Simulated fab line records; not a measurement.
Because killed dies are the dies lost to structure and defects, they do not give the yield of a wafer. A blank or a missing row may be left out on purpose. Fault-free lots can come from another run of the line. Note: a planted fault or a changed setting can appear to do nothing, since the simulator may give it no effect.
Code-filled problem report in 8D (eight disciplines) form	flow gf180mcu	the parts of the form that need people (team, actions taken, sign-off) are left out

## 1. WHAT WENT WRONG
At GF_HV_LDD_IMPLANT_48, doseIonsCm2 averages 3e+13 over 6 wafers from 2 lots, while fault-free wafers read 3e+13, standard deviation 3.4e+10. That is +31 standard deviations from the usual mean.
Earliest sighting: wafer L453.1 on implanter-03 at day 19 10:24. The record has a number at this step for 42 wafers belonging to 14 lots. Rule for "out" (also "out of limits"): further than 4 standard deviations from the usual mean. The other wafers with a number count as sound.

## 2. WHAT IT IS, AND WHAT IT ISN'T
question	is	is not
which readings at this step	doseIonsCm2	beamEnergyKeV
which lots	L453, L454	L432, L433, L435, L436, L437, L438, L439, L440, L441, L442, L444, L449
which wafers of those lots	all that have a number	-
read on which tools	implanter-03	implanter-01, implanter-04
when	from day 19 10:24	up to then (36 sound wafers)

## 3. WHAT RULES OUT EACH SUSPECT
Counting: a tool at any process step up to the reading remains a suspect when it ran all the lots that are out and ran no sound lot after the first of those.
- implanter-03 at GF_HV_LDD_IMPLANT_48: kept. All lots that are out passed through it, beginning with L453 at day 19 10:24, and no sound lot followed; its final sound lot before that point was L449 at day 18 03:34. On those wafers its own readings are out: doseIonsCm2.
After counting, what remains is implanter-03 at GF_HV_LDD_IMPLANT_48.

## 4. THE CAUSE (what the simulator had put in)
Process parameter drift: implanter-03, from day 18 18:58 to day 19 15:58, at GF_HV_LDD_IMPLANT_48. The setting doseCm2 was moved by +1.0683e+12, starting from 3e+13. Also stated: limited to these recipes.
Counting left only this tool.

## 5. THE CHAIN OF EFFECTS, in route order
Rows list readings where the struck wafers' mean (over those with a number) sits beyond 3 standard deviations from the usual. Only readings for which the record gives a usual standard deviation are gone through. hours: the time from each lot's start at the first step in this table that gives one to its start at this step, as a median over the lots. sigmas: the change in usual standard deviations.
hours	step	reading	usual	on struck wafers	change	sigmas
0	GF_HV_LDD_IMPLANT_48	doseIonsCm2	3e+13	3e+13	+1e+12	+31
Here are the process steps it includes:
- GF_HV_LDD_IMPLANT_48
At these later measuring or inspecting steps, every struck wafer for which the step has a row has a number for every such reading, and none has moved that far: GF_PSD_RS_MEAS_14, GF_V1_OVL_MEAS_15.

## 6. WHAT WOULD HAVE CAUGHT IT SOONER
In this record no reading fell out of limits until day 19 10:24, 15 hours after the fault had begun at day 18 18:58.
